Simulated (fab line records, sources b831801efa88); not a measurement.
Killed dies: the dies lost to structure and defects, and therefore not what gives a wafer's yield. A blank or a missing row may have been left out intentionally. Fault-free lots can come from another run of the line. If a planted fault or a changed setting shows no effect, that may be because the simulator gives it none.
fab line records	flow gf180mcu
record: lots: 24	wafers: 72	last_day: 34
route steps=602 shown V3@430 V4@494 MIM@514 V5@557 PASSIVATION@598
lots with no fault: from the same line, run without faults
start_h: the number of hours between the record's first day and the start of the first shown wafer of the lot	wait_h: hours from the lot's prior step to this one	" identical to the entry in the row above	L1.1+2: one row covering several wafers at once	- value missing, or start not given	* or withheld: withheld	< > ~ a bound
route shown NAME@n: NAME is a module with steps in the file, n the number in the route of the first one	usual: the fault-free wafers' mean and standard deviation	same: alike in all rows	chamber/n: place in a boat	sites: the reading at each site	_std_site: how widely they spread, as a standard deviation	_edge_site: mean of outer sites minus mean of inner sites	radius_mm: how far each site lies from the wafer's centre	mask NAME#n: copy n	behind: tool/chamber where the wafer was last shaped	hold: reason for holding the lot/hours on hold/outcome of the hold	device: whichever transistor did not switch (one of n, p or np)	end of line: tests run on the same wafers once the route is complete	for a step that has no rows: nothing shown but its recipe	killed: dies that structure and defects cost at the first sort, which is not the same as the wafer's yield	map: shows each die of a wafer: x if killed, . if not, _ if none is there
set.NAME: the setting that was run; set.NAME@STEP: the one run at that earlier step	model.NAME: the simulator's own value behind a step, which no gauge read
one table for each step of the route and one row for each wafer, over a sample of lots
services: from which hour (start_h, from the record's first day; less than 0 if before it) a tool's chamber was out of use, for how many hours, and why
== steps ==
step: GF_V3_THK_MEAS_01
recipe: reads: SiO2_of_V3_CVD_00
usual: V3_CVD_00_THK: 601/6.4
lot.wafer	tool	chamber	start_h	wait_h	V3_CVD_00_THK[nm]
L074.2	film_metro-04	-	479.42	0.0	618
L074.3	"	-	"	"	603
L074.5	"	-	"	"	614
L075.2	film_metro-04	-	486.16	0.0	605
L075.4	"	-	"	"	591
L075.6	"	-	"	"	605
L076.1	film_metro-02	-	506.37	0.0	604
L076.3	"	-	"	"	585
L076.4	"	-	"	"	596
L077.4	film_metro-04	-	509.58	0.0	591
L077.5	"	-	"	"	604
L077.6	"	-	"	"	602
L078.3	film_metro-04	-	523.83	0.1	599
L078.4	"	-	"	"	595
L078.6	"	-	"	"	601
L080.3	film_metro-04	-	539.13	0.1	599
L080.5	"	-	"	"	603
L080.6	"	-	"	"	604
L079.1	film_metro-02	-	540.10	0.0	594
L079.4	"	-	"	"	601
L079.6	"	-	"	"	599
L081.1	film_metro-01	-	557.02	0.0	608
L081.3	"	-	"	"	605
L081.5	"	-	"	"	604
L082.3	film_metro-02	-	562.97	0.1	595
L082.4	"	-	"	"	596
L082.5	"	-	"	"	598
L083.2	film_metro-02	-	583.67	0.0	590
L083.4	"	-	"	"	597
L083.5	"	-	"	"	588
L085.4	film_metro-04	-	585.23	0.0	593
L085.5	"	-	"	"	596
L085.6	"	-	"	"	593
L084.2	film_metro-02	-	592.52	0.0	591
L084.5	"	-	"	"	593
L084.6	"	-	"	"	599
L086.1	film_metro-01	-	604.16	0.0	602
L086.3	"	-	"	"	597
L086.4	"	-	"	"	607
L087.2	film_metro-02	-	604.98	0.0	614
L087.4	"	-	"	"	616
L087.6	"	-	"	"	616
L088.2	film_metro-04	-	614.51	0.0	602
L088.5	"	-	"	"	599
L088.6	"	-	"	"	609
L089.3	film_metro-01	-	617.88	0.1	598
L089.4	"	-	"	"	593
L089.6	"	-	"	"	597
L090.2	film_metro-04	-	628.29	0.0	600
L090.3	"	-	"	"	608
L090.5	"	-	"	"	596
L092.1	film_metro-02	-	632.61	0.0	611
L092.2	"	-	"	"	602
L092.6	"	-	"	"	605
L091.1	film_metro-02	-	634.35	0.0	605
L091.2	"	-	"	"	604
L091.4	"	-	"	"	595
L093.4	film_metro-01	-	643.58	0.0	599
L093.5	"	-	"	"	596
L093.6	"	-	"	"	609
L094.2	film_metro-04	-	650.91	0.0	596
L094.3	"	-	"	"	593
L094.4	"	-	"	"	603
L095.2	film_metro-02	-	662.71	0.0	606
L095.4	"	-	"	"	604
L095.5	"	-	"	"	601
L096.2	film_metro-04	-	665.37	0.0	594
L096.3	"	-	"	"	608
L096.5	"	-	"	"	600
L097.3	film_metro-02	-	674.52	0.1	599
L097.4	"	-	"	"	596
L097.5	"	-	"	"	594
step: GF_V4_STRIP_18
recipe: chemistry: O2/N2	power_w: 1400	pressure_mtorr: 1500	platen_temp_c: 250	o2_flow_sccm: 3000	n2_flow_sccm: 300	overash_fraction: 0.5
usual: drypump_motor_current_A: 5.9/0.53	heater_power_w: 326/20	n2_flow_sccm: 299.7/0.85	oes_product_au: 0.592/0.0052
lot.wafer	tool	chamber	start_h	wait_h	drypump_motor_current_A	heater_power_w	n2_flow_sccm	oes_product_au	rf_hours_counter_h
L074.2	plasma_asher-03	0	553.08	-	5.7	314	301.0	0.587	78
L074.3	"	1	"	"	6.8	367	298.4	0.590	-
L074.5	"	1	"	"	6.8	352	300.0	0.595	-
L075.2	plasma_asher-04	0	559.43	-	5.5	306	298.5	0.592	43
L075.4	"	1	"	"	5.5	318	298.9	0.592	-
L075.6	"	0	"	"	5.5	301	297.7	0.591	-
L076.1	plasma_asher-03	1	578.28	-	6.8	359	300.1	0.597	81
L076.3	"	1	"	"	6.8	355	302.0	0.595	-
L076.4	"	0	"	"	5.8	312	299.0	0.599	-
L077.4	plasma_asher-03	0	581.81	-	5.7	302	300.8	0.598	-
L077.5	"	0	"	"	5.8	313	300.4	0.585	-
L077.6	"	1	"	"	6.8	354	300.3	0.590	-
L078.3	plasma_asher-01	0	593.09	-	5.8	298	298.9	0.595	-
L078.4	"	1	"	"	5.3	351	300.5	0.581	-
L078.6	"	0	"	"	5.8	317	299.0	0.593	-
L080.3	plasma_asher-04	0	607.91	-	5.5	314	300.0	0.596	-
L080.5	"	0	"	"	5.5	303	300.6	0.590	-
L080.6	"	1	"	"	5.4	307	299.2	0.593	-
L079.1	plasma_asher-04	0	610.23	-	5.5	310	299.7	0.589	49
L079.4	"	1	"	"	5.4	318	296.4	0.596	-
L079.6	"	0	"	"	5.5	298	300.1	0.600	-
L081.1	plasma_asher-03	0	624.98	-	5.7	306	298.9	0.608	85
L081.3	"	1	"	"	6.8	353	299.9	0.588	-
L081.5	"	0	"	"	5.7	306	299.8	0.590	-
L082.3	plasma_asher-04	1	630.36	-	5.4	317	300.5	0.587	-
L082.4	"	0	"	"	5.5	312	298.9	0.592	-
L082.5	"	1	"	"	5.4	318	299.6	0.585	-
L083.2	plasma_asher-04	0	649.03	-	5.5	309	300.5	0.591	53
L083.4	"	1	"	"	5.4	317	300.8	0.601	-
L083.5	"	0	"	"	5.5	305	299.4	0.589	-
L085.4	plasma_asher-03	0	649.18	-	5.8	313	298.4	0.589	-
L085.5	"	0	"	"	5.7	311	299.9	0.584	-
L085.6	"	1	"	"	6.8	352	298.7	0.586	-
L084.2	plasma_asher-01	1	656.83	-	5.3	350	300.2	0.599	22
L084.5	"	0	"	"	5.7	312	299.8	0.594	-
L084.6	"	1	"	"	5.3	344	299.3	0.598	-
L086.1	plasma_asher-03	0	668.31	-	5.8	309	299.8	0.598	90
L086.3	"	0	"	"	5.8	310	299.4	0.588	-
L086.4	"	1	"	"	6.7	357	300.2	0.591	-
L087.2	plasma_asher-01	0	668.33	-	5.7	308	298.5	0.595	23
L087.4	"	0	"	"	5.7	303	299.4	0.599	-
L087.6	"	0	"	"	5.8	312	300.0	0.596	-
L088.2	plasma_asher-03	1	676.56	-	6.8	353	301.7	0.591	91
L088.5	"	1	"	"	6.8	354	301.0	0.590	-
L088.6	"	0	"	"	5.8	308	300.4	0.590	-
L089.3	plasma_asher-03	0	680.34	-	5.8	314	300.1	0.597	-
L089.4	"	1	"	"	6.8	349	300.7	0.597	-
L089.6	"	1	"	"	6.8	359	299.2	0.587	-
L090.2	plasma_asher-03	1	689.48	-	6.8	350	298.6	0.594	92
L090.3	"	1	"	"	6.8	349	299.1	0.595	-
L090.5	"	1	"	"	6.8	345	298.9	0.586	-
L092.1	plasma_asher-01	1	694.26	-	5.3	347	299.9	0.583	26
L092.2	"	0	"	"	5.7	308	299.5	0.582	26
L092.6	"	1	"	"	5.3	346	301.4	0.590	-
L091.1	plasma_asher-04	0	695.33	-	5.5	310	299.9	0.596	58
L091.2	"	1	"	"	5.4	309	300.1	0.588	58
L091.4	"	0	"	"	5.5	304	300.7	0.578	-
L093.4	plasma_asher-01	1	703.71	-	5.3	346	300.1	0.592	-
L093.5	"	0	"	"	5.7	311	300.7	0.593	-
L093.6	"	1	"	"	5.3	340	299.3	0.593	-
L094.2	plasma_asher-03	1	711.68	-	6.8	352	298.7	0.599	95
L094.3	"	0	"	"	5.8	311	300.9	0.594	-
L094.4	"	1	"	"	6.8	353	299.8	0.593	-
L095.2	plasma_asher-03	0	722.21	-	5.8	312	299.5	0.593	96
L095.4	"	0	"	"	5.8	310	300.3	0.589	-
L095.5	"	0	"	"	5.8	314	300.2	0.582	-
L096.2	plasma_asher-04	1	724.98	-	5.4	320	299.0	0.583	61
L096.3	"	0	"	"	5.5	313	299.6	0.587	-
L096.5	"	1	"	"	5.4	318	299.4	0.599	-
L097.3	plasma_asher-01	0	739.53	-	5.7	307	298.3	0.603	-
L097.4	"	1	"	"	5.3	345	298.8	0.593	-
L097.5	"	0	"	"	5.7	316	297.9	0.595	-
step: GF_MIM_THK_MEAS_11
recipe: thk_meas_gauge: xrf	reads: AlCu_of_MIM_SPUTTER_08
usual: MIM_ALCU_THK: 202.0/2.2
lot.wafer	tool	chamber	start_h	wait_h	MIM_ALCU_THK[nm]
L074.2	film_metro-03	-	554.91	0.1	202.7
L074.3	"	-	"	"	202.4
L074.5	"	-	"	"	203.2
L075.2	film_metro-04	-	561.24	0.1	201.0
L075.4	"	-	"	"	204.6
L075.6	"	-	"	"	202.4
L076.1	film_metro-03	-	580.44	0.1	201.7
L076.3	"	-	"	"	198.0
L076.4	"	-	"	"	200.9
L077.4	film_metro-04	-	584.05	0.1	200.0
L077.5	"	-	"	"	200.1
L077.6	"	-	"	"	201.7
L078.3	film_metro-01	-	594.84	0.1	203.3
L078.4	"	-	"	"	199.9
L078.6	"	-	"	"	204.3
L080.3	film_metro-01	-	609.66	0.1	203.5
L080.5	"	-	"	"	201.5
L080.6	"	-	"	"	199.2
L079.1	film_metro-04	-	611.99	0.1	201.9
L079.4	"	-	"	"	201.3
L079.6	"	-	"	"	201.9
L081.1	film_metro-03	-	626.74	0.1	202.3
L081.3	"	-	"	"	200.3
L081.5	"	-	"	"	199.8
L082.3	film_metro-04	-	632.11	0.1	203.0
L082.4	"	-	"	"	200.0
L082.5	"	-	"	"	198.8
L083.2	film_metro-01	-	650.85	0.1	205.1
L083.4	"	-	"	"	201.8
L083.5	"	-	"	"	202.6
L085.4	film_metro-03	-	651.17	0.1	200.5
L085.5	"	-	"	"	200.2
L085.6	"	-	"	"	199.1
L084.2	film_metro-01	-	658.74	0.1	204.6
L084.5	"	-	"	"	205.1
L084.6	"	-	"	"	203.3
L087.2	film_metro-03	-	670.10	0.1	197.5
L087.4	"	-	"	"	201.8
L087.6	"	-	"	"	199.6
L086.1	film_metro-04	-	670.39	0.1	202.5
L086.3	"	-	"	"	200.1
L086.4	"	-	"	"	201.6
L088.2	film_metro-01	-	678.34	0.1	203.7
L088.5	"	-	"	"	203.9
L088.6	"	-	"	"	205.8
L089.3	film_metro-03	-	682.09	0.1	199.1
L089.4	"	-	"	"	199.4
L089.6	"	-	"	"	200.8
L090.2	film_metro-01	-	691.28	0.1	204.0
L090.3	"	-	"	"	205.8
L090.5	"	-	"	"	203.4
L092.1	film_metro-04	-	696.02	0.1	203.8
L092.2	"	-	"	"	202.6
L092.6	"	-	"	"	205.1
L091.1	film_metro-03	-	697.20	0.1	197.5
L091.2	"	-	"	"	197.8
L091.4	"	-	"	"	199.8
L093.4	film_metro-04	-	705.46	0.1	202.9
L093.5	"	-	"	"	203.5
L093.6	"	-	"	"	204.0
L094.2	film_metro-03	-	713.45	0.1	203.1
L094.3	"	-	"	"	205.5
L094.4	"	-	"	"	206.9
L095.2	film_metro-04	-	723.98	0.1	200.2
L095.4	"	-	"	"	200.1
L095.5	"	-	"	"	199.1
L096.2	film_metro-03	-	726.81	0.1	198.6
L096.3	"	-	"	"	202.5
L096.5	"	-	"	"	200.8
L097.3	film_metro-03	-	746.19	0.1	201.1
L097.4	"	-	"	"	201.8
L097.5	"	-	"	"	200.6
step: GF_V5_ETCH_17
recipe: chemistry: C4F8/O2/Ar	mask_material: KrF	target: SiO2	stop_on: TiN	source_w: 1500	bias_w: 1200	pressure_mtorr: 40	c4f8_flow_sccm: withheld	O2_flow_sccm: 6	Ar_flow_sccm: 300	time_s: withheld	target_depth_a: 8550
usual: oes_product_au: 0.865/0.0044
lot.wafer	tool	chamber	start_h	wait_h	oes_product_au
L074.2	rie_diel-03	3	-	-	0.862
L074.3	"	1	"	"	0.862
L074.5	"	3	"	"	0.863
L075.2	rie_diel-02	0	-	-	0.860
L075.4	"	3	"	"	0.871
L075.6	"	0	"	"	0.871
L076.1	rie_diel-01	2	-	-	0.861
L076.3	"	3	"	"	0.866
L076.4	"	0	"	"	0.860
L077.4	rie_diel-01	0	-	-	0.868
L077.5	"	0	"	"	0.869
L077.6	"	3	"	"	0.865
L078.3	rie_diel-03	1	-	-	0.868
L078.4	"	0	"	"	0.870
L078.6	"	2	"	"	0.861
L080.3	rie_diel-03	1	-	-	0.865
L080.5	"	1	"	"	0.870
L080.6	"	2	"	"	0.869
L079.1	rie_diel-01	2	-	-	0.860
L079.4	"	1	"	"	0.864
L079.6	"	0	"	"	0.869
L081.1	rie_diel-03	3	-	-	0.867
L081.3	"	2	"	"	0.858
L081.5	"	2	"	"	0.869
L082.3	rie_diel-03	3	-	-	0.865
L082.4	"	0	"	"	0.866
L082.5	"	2	"	"	0.859
L083.2	rie_diel-01	2	-	-	0.870
L083.4	"	3	"	"	0.865
L083.5	"	1	"	"	0.864
L085.4	rie_diel-03	1	-	-	0.862
L085.5	"	2	"	"	0.867
L085.6	"	1	"	"	0.863
L084.2	rie_diel-03	2	-	-	0.873
L084.5	"	3	"	"	0.858
L084.6	"	2	"	"	0.866
L087.2	rie_diel-03	0	-	-	0.863
L087.4	"	1	"	"	0.867
L087.6	"	3	"	"	0.866
L086.1	rie_diel-01	1	-	-	0.871
L086.3	"	2	"	"	0.874
L086.4	"	0	"	"	0.869
L088.2	rie_diel-01	0	-	-	0.865
L088.5	"	1	"	"	0.873
L088.6	"	0	"	"	0.868
L089.3	rie_diel-01	0	-	-	0.864
L089.4	"	2	"	"	0.857
L089.6	"	2	"	"	0.874
L090.2	rie_diel-02	0	-	-	0.859
L090.3	"	3	"	"	0.862
L090.5	"	2	"	"	0.862
L092.1	rie_diel-02	2	-	-	0.859
L092.2	"	1	"	"	0.853
L092.6	"	0	"	"	0.873
L091.1	rie_diel-03	2	-	-	0.867
L091.2	"	0	"	"	0.869
L091.4	"	3	"	"	0.868
L094.2	rie_diel-02	2	-	-	0.871
L094.3	"	3	"	"	0.865
L094.4	"	0	"	"	0.862
L095.2	rie_diel-01	1	-	-	0.860
L095.4	"	3	"	"	0.868
L095.5	"	0	"	"	0.873
L093.4	rie_diel-01	3	-	-	0.867
L093.5	"	2	"	"	0.862
L093.6	"	3	"	"	0.870
L096.2	rie_diel-02	0	-	-	0.858
L096.3	"	2	"	"	0.867
L096.5	"	2	"	"	0.869
L097.3	rie_diel-02	3	-	-	0.859
L097.4	"	0	"	"	0.861
L097.5	"	1	"	"	0.870
step: GF_V5_THK_MEAS_25
recipe: thk_meas_gauge: xrf	reads: W_of_V5_CVD_23
usual: V5_W_THK: 351/4.7
lot.wafer	tool	chamber	start_h	wait_h	V5_W_THK[nm]
L074.2	film_metro-02	-	621.69	0.1	347
L074.3	"	-	"	"	345
L074.5	"	-	"	"	349
L075.2	film_metro-01	-	626.36	0.1	346
L075.4	"	-	"	"	352
L075.6	"	-	"	"	346
L076.1	film_metro-02	-	645.52	0.1	354
L076.3	"	-	"	"	353
L076.4	"	-	"	"	360
L077.4	film_metro-02	-	648.69	0.1	350
L077.5	"	-	"	"	348
L077.6	"	-	"	"	353
L078.3	film_metro-04	-	658.36	0.1	354
L078.4	"	-	"	"	358
L078.6	"	-	"	"	355
L080.3	film_metro-01	-	672.83	0.1	359
L080.5	"	-	"	"	356
L080.6	"	-	"	"	348
L079.1	film_metro-02	-	673.53	0.1	348
L079.4	"	-	"	"	352
L079.6	"	-	"	"	351
L081.1	film_metro-04	-	688.06	0.1	348
L081.3	"	-	"	"	348
L081.5	"	-	"	"	347
L082.3	film_metro-02	-	693.09	0.1	347
L082.4	"	-	"	"	347
L082.5	"	-	"	"	349
L083.2	film_metro-04	-	711.35	0.1	351
L083.4	"	-	"	"	355
L083.5	"	-	"	"	353
L085.4	film_metro-02	-	711.68	0.1	348
L085.5	"	-	"	"	350
L085.6	"	-	"	"	343
L084.2	film_metro-01	-	717.63	0.1	355
L084.5	"	-	"	"	359
L084.6	"	-	"	"	351
L087.2	film_metro-02	-	739.99	0.1	347
L087.4	"	-	"	"	353
L087.6	"	-	"	"	351
L086.1	film_metro-04	-	740.57	0.1	354
L086.3	"	-	"	"	352
L086.4	"	-	"	"	356
L089.3	film_metro-01	-	743.25	0.1	342
L089.4	"	-	"	"	339
L089.6	"	-	"	"	345
L088.2	film_metro-01	-	743.42	0.1	347
L088.5	"	-	"	"	350
L088.6	"	-	"	"	352
L090.2	film_metro-04	-	748.11	0.1	351
L090.3	"	-	"	"	356
L090.5	"	-	"	"	351
L092.1	film_metro-04	-	754.60	0.1	354
L092.2	"	-	"	"	353
L092.6	"	-	"	"	354
L091.1	film_metro-04	-	755.49	0.1	355
L091.2	"	-	"	"	363
L091.4	"	-	"	"	364
L094.2	film_metro-01	-	765.96	0.1	351
L094.3	"	-	"	"	357
L094.4	"	-	"	"	352
L095.2	film_metro-04	-	766.20	0.1	341
L095.4	"	-	"	"	345
L095.5	"	-	"	"	343
L093.4	film_metro-04	-	767.08	0.1	356
L093.5	"	-	"	"	356
L093.6	"	-	"	"	354
L096.2	film_metro-01	-	767.25	0.1	346
L096.3	"	-	"	"	343
L096.5	"	-	"	"	343
L097.3	film_metro-01	-	795.82	0.1	347
L097.4	"	-	"	"	356
L097.5	"	-	"	"	353
step: GF_PASSIVATION_ETCH_11
recipe: chemistry: CF4/O2	target_depth_nm: 1800	stop_on: TiN	source_w: 800	bias_w: 150	pressure_mtorr: 150	cf4_flow_sccm: 80	O2_flow_sccm: 10	time_s: 400
usual: drypump_motor_current_A: 5.7/0.52	oes_product_au: 0.963/0.0076	throttle_valve_pct: 5.961/0.0088
same: time_s: 400
lot.wafer	tool	chamber	start_h	wait_h	drypump_motor_current_A	oes_product_au	rf_hours_counter_h	throttle_valve_pct
L074.2	rie_diel-03	3	662.34	-	6.6	0.961	19	5.946
L074.3	"	2	"	"	5.1	0.956	15	5.957
L074.5	"	1	"	"	5.0	0.970	-	5.953
L075.2	rie_diel-02	1	667.07	-	6.4	0.960	21	5.955
L075.4	"	0	"	"	6.1	0.973	7	5.949
L075.6	"	2	"	"	5.9	0.973	-	5.957
L076.1	rie_diel-02	3	684.14	-	5.7	0.954	31	5.963
L076.3	"	1	"	"	6.4	0.952	22	5.953
L076.4	"	0	"	"	6.2	0.978	7	5.947
L077.4	rie_diel-03	2	688.24	-	5.1	0.970	16	5.958
L077.5	"	0	"	"	5.1	0.971	-	5.961
L077.6	"	3	"	"	6.6	0.964	-	5.965
L078.3	rie_diel-03	2	697.02	-	5.1	0.954	17	5.949
L078.4	"	0	"	"	5.1	0.974	29	5.969
L078.6	"	0	"	"	5.1	0.965	-	5.961
L080.3	rie_diel-04	2	711.12	-	6.1	0.956	19	5.952
L080.5	"	2	"	"	6.1	0.984	-	5.956
L080.6	"	0	"	"	5.4	0.973	-	5.971
L079.1	rie_diel-02	0	712.67	-	6.1	0.955	8	5.956
L079.4	"	1	"	"	6.4	0.976	23	5.956
L079.6	"	1	"	"	6.4	0.969	-	5.938
L081.1	rie_diel-02	0	725.92	-	6.2	0.969	9	5.961
L081.3	"	3	"	"	5.6	0.964	33	5.956
L081.5	"	2	"	"	5.9	0.965	-	5.971
L082.3	rie_diel-04	0	729.74	-	5.4	0.957	15	5.973
L082.4	"	2	"	"	6.2	0.968	20	5.951
L082.5	"	0	"	"	5.4	0.966	-	5.954
L085.4	rie_diel-03	3	747.61	-	6.6	0.957	23	5.964
L085.5	"	0	"	"	5.0	0.969	-	5.961
L085.6	"	3	"	"	6.6	0.969	-	5.964
L083.2	rie_diel-04	3	748.11	-	5.0	0.960	1	5.970
L083.4	"	0	"	"	5.4	0.959	16	5.960
L083.5	"	0	"	"	5.4	0.969	-	5.975
L084.2	rie_diel-04	0	756.91	-	5.4	0.958	16	5.970
L084.5	"	0	"	"	5.4	0.949	-	5.972
L084.6	"	3	"	"	5.0	0.966	-	5.969
L087.2	rie_diel-04	2	764.56	-	6.1	0.956	21	5.956
L087.4	"	0	"	"	5.4	0.969	17	5.957
L087.6	"	0	"	"	5.4	0.954	-	5.960
L086.1	rie_diel-04	2	765.66	-	6.1	0.969	22	5.957
L086.3	"	3	"	"	5.0	0.960	2	5.949
L086.4	"	0	"	"	5.4	0.972	17	5.977
L089.3	rie_diel-04	0	775.01	-	5.3	0.965	18	5.955
L089.4	"	3	"	"	5.0	0.964	3	5.957
L089.6	"	2	"	"	6.1	0.968	-	5.971
L088.2	rie_diel-03	3	776.61	-	6.6	0.958	24	5.969
L088.5	"	2	"	"	5.1	0.963	-	5.947
L088.6	"	1	"	"	5.1	0.954	-	5.969
L090.2	rie_diel-02	3	785.21	-	5.6	0.946	36	5.965
L090.3	"	0	"	"	6.1	0.959	11	5.957
L090.5	"	1	"	"	6.4	0.958	-	5.974
L092.1	rie_diel-03	1	788.31	-	5.1	0.961	14	5.972
L092.2	"	3	"	"	6.6	0.958	25	5.972
L092.6	"	1	"	"	5.1	0.955	-	5.966
L091.1	rie_diel-04	0	789.81	-	5.4	0.958	19	5.960
L091.2	"	1	"	"	5.5	0.964	9	5.966
L091.4	"	3	"	"	5.0	0.976	3	5.963
L094.2	rie_diel-03	2	798.81	-	5.1	0.949	21	5.945
L094.3	"	3	"	"	6.6	0.966	25	5.959
L094.4	"	0	"	"	5.1	0.958	34	5.969
L095.2	rie_diel-02	2	799.21	-	5.9	0.953	22	5.943
L095.4	"	3	"	"	5.6	0.962	36	5.962
L095.5	"	1	"	"	6.4	0.965	-	5.973
L093.4	rie_diel-04	1	799.31	-	5.6	0.967	9	5.961
L093.5	"	2	"	"	6.1	0.974	-	5.966
L093.6	"	3	"	"	5.0	0.967	-	5.966
L096.2	rie_diel-02	0	799.91	-	6.1	0.965	12	5.965
L096.3	"	2	"	"	5.9	0.961	22	5.971
L096.5	"	0	"	"	6.1	0.975	-	5.974
L097.3	rie_diel-02	2	824.51	-	5.9	0.955	24	5.950
L097.4	"	3	"	"	5.6	0.966	38	5.961
L097.5	"	0	"	"	6.1	0.975	-	5.955
== services ==
tool	chamber	start_h	hours	kind
rie_diel-02	1	533.63	6.9	repair
rie_diel-04	-	549.99	15.6	pm
plasma_asher-01	-	560.86	1.8	repair
rie_diel-01	2	562.99	4.7	repair
plasma_asher-03	-	570.88	0.4	repair
rie_diel-03	2	582.14	4.1	repair
rie_diel-01	3	587.84	3.5	repair
rie_diel-02	1	594.37	2.4	repair
rie_diel-04	1	637.46	6.6	repair
rie_diel-03	-	650.84	2.8	pm
rie_diel-04	-	692.68	0.8	repair
rie_diel-04	3	699.61	-	clean
rie_diel-04	3	699.61	25.2	scheduled_down
rie_diel-04	3	699.61	25.2	vent_cycle
rie_diel-01	1	705.60	2.9	repair
rie_diel-02	1	714.00	8.0	repair
rie_diel-04	1	715.98	9.2	repair
rie_diel-01	1	717.05	6.2	repair
plasma_asher-01	-	731.62	1.2	repair
rie_diel-01	1	735.02	3.3	repair
plasma_asher-01	-	750.88	1.0	repair
rie_diel-02	1	801.39	5.4	repair
rie_diel-02	2	805.15	2.8	repair
plasma_asher-04	-	817.84	1.4	repair
== key ==
fault none
